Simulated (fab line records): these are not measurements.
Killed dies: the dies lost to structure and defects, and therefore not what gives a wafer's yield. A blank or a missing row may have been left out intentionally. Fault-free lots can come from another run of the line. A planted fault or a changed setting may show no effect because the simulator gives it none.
The same fault as seen by 2 desks	flow gf180mcu	every desk sees just its own numbers, and what lay behind them comes last

== AT THE METROLOGY DESK ==
What the gauges read, lot by lot, whatever tool the lot ran on: means of the sampled wafers that have a number. A lot is out of limits, marked OUT, if its mean lies more than 4 standard deviations from the usual mean; the brackets give that distance.
Columns: A = V1_BOW at GF_V1_BOW_MEAS_05, usual 82 um; B = V2_CVD_00_THK at GF_V2_THK_MEAS_01, usual 603 nm
lot	first seen here	A	B
L369	day 16 21:19	91	601
L372	day 17 23:29	87	599
L374	day 18 19:22	90	598
L381	day 21 19:52	78	605
L382	day 22 06:12	86	606
L385	day 23 12:04	80	598
L387	day 23 22:48	76	601
L389	day 24 07:27	84	604
L390	day 24 17:01	82	600
L392	day 25 03:11	77	613
L391	day 25 06:58	87	599
Result from this desk: across the 11 lots, nothing is out of limits.

== THE TOOL OWNER'S DESK: cmp-01 ==
The tool's own readings at GF_V1_CMP_04 (polishes SiO2): means of the sampled wafers that have a number, for each lot that ran on this tool. A lot is out of limits, marked OUT, if its mean lies more than 4 standard deviations from the usual mean; the brackets give that distance.
Columns: A = motorCurrentA at GF_V1_CMP_04, usual 12.7 A; B = timeToEndpointS at GF_V1_CMP_04, usual 82 s
lot	first seen here	A	B
L369	day 16 20:59	12.1	80
L372	day 17 23:17	12.7	62 (-4.1) OUT
L374	day 18 19:07	13.0	61 (-4.1) OUT
L385	day 23 11:46	13.2	78
L387	day 23 22:29	13.1	82
L389	day 24 07:12	13.1	84
L390	day 24 16:44	12.5	85
L392	day 25 02:58	13.3	79
This desk finds L372, L374 out of limits, L372 being first, at day 17 23:17 (timeToEndpointS at GF_V1_CMP_04). L369, L385, L387, L389, L390, L392 stayed within limits.

== BROUGHT TOGETHER ==
The tool owner's desk could have raised an alarm at day 17 23:17, on L372, L374.
The metrology desk saw nothing out of limits.
The metrology desk holds a record of L372, L374, inside its limits.
Every lot named ran GF_V1_CMP_04 on cmp-01.

== WHAT THE SIMULATOR HAD INSERTED ==
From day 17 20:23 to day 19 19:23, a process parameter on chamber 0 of cmp-01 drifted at GF_V1_CMP_04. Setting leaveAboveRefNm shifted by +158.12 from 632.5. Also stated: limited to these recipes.
Shown lots that were struck: L372, L374.
Hours from the fault's start to each desk's first reading out of limits: the tool owner's desk, 3.
